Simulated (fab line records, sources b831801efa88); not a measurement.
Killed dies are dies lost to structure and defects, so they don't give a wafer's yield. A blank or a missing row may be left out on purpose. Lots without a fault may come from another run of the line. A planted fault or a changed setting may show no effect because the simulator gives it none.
A struck lot beside a sound one :: flow sfq_line :: 13 steps out of a route of 325
Sound: the wafers L746.2, L746.3, L746.4. Wafers struck: L751.2, L751.3, L751.5. At the end, the cause is stated.
For every step that has rows: the tool of each side, followed by ch and its chambers, followed by its first start. Under that, the readings that differ: sound wafers :: struck wafers :: difference of the means :: sigmas: that difference in standard deviations of wafers without a fault.
alike: same words and numbers on both sides, and readings whose means sit less than 2 such deviations apart. not compared: any withheld reading, any reading some wafer has no value for, any bound like >300 that may hide the same value, and any number with overlapping values for which the record gives no deviation.
A row with sigmas, a row that says differs or no value, or rows on one side alone: a step with any of these is where the two part. Non-overlapping numbers with no deviation appear without sigmas and do not part them. A reading that every wafer of one side lacks parts them only if that side has two wafers or more.

first, 1 step without rows for these wafers: SFQ_TRILAYER_M1_DEP_PRE_CLEAN_038 (time 22.5 s).
SFQ_TRILAYER_M1_DEP_SPUTTER_037: material Nb, target thk 200 nm, time 133.3 s.
  sound: pvd_sputter-06 at day 17 17:41; struck: pvd_sputter-05 at day 20 10:29
  alike: resputter_cathode_voltage_v, throttle_valve_pct
SFQ_M1_RS_MEAS_909: measures by four-point-probe.
  sound: film_metro-04 at day 17 17:48; struck: film_metro-03 at day 20 10:35
  alike: M1_NB_RS
then, 6 steps without rows for these wafers: SFQ_TRILAYER_M1_LITHO_COAT_044 (resist thk 61.27 nm); SFQ_TRILAYER_M1_LITHO_COAT_039 (resist thk 600 nm); SFQ_TRILAYER_M1_LITHO_SOFTBAKE_043; SFQ_TRILAYER_M1_LITHO_EXPOSE_040 (exposes mask M1, target cd 500 nm); SFQ_TRILAYER_M1_LITHO_PEB_042 (peb time 60 s); SFQ_TRILAYER_M1_LITHO_DEVELOP_041 (time 60 s).
-- the record jumps here: 7 days lie between the struck wafers' starts before and after --
SFQ_M1_OVL_MEAS_911:
  sound: overlay-02 at day 24 03:29; struck: overlay-01 at day 26 23:37
  alike: M1_OVL
SFQ_TRILAYER_M1_BARC_OPEN_METAL_ETCH_054: etches BARC in O2, target depth 125 nm, time 41.7 s.
  sound on rie_metal-02 ch 0,1, day 24 03:31; struck on rie_metal-04 ch 1, day 26 23:38
  alike: bias_w, drypump_motor_current_A, oes_product_au
  not compared: rf_hours_counter_h
SFQ_TRILAYER_M1_ETCH_METAL_ETCH_042: etches Nb in Cl2/Ar, stops on SiO2, target depth 240 nm, time 120 s.
  sound on rie_metal-02 ch 0,1, day 24 03:34; struck on rie_metal-04 ch 1, day 26 23:42
reading: bias_w (W)
sound: 79.97 80.18 80.04
struck: 86.18 85.92 86.09
difference: +6.00
sigmas: +25

reading: model.KrF_of_TRILAYER_M1_LITHO_COAT_039.thk_nm (nm)
sound: 383.8 384 385.4
struck: 379.1 379.6 379.3
difference: -5.1
sigmas: 
  alike: drypump_motor_current_A, oes_product_au
  not compared: rf_hours_counter_h
SFQ_TRILAYER_M1_STRIP_STRIP_043: strips in O2.
  sound on rie_metal-02 ch 0,1, day 24 03:42; struck on rie_metal-04 ch 1, day 26 23:50
  alike: drypump_motor_current_A, oes_product_au, platen_temp_c
  not compared: rf_hours_counter_h

## WHERE THEY PART
Within this record, at SFQ_TRILAYER_M1_ETCH_METAL_ETCH_042 only. Later steps at which nothing parts them and some readings are alike: SFQ_TRILAYER_M1_STRIP_STRIP_043.

WHY: the cause the simulator had injected
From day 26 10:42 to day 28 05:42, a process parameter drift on rie_metal-04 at SFQ_TRILAYER_M1_ETCH_METAL_ETCH_042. The setting bias_w was moved by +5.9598, starting from 80. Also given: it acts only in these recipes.
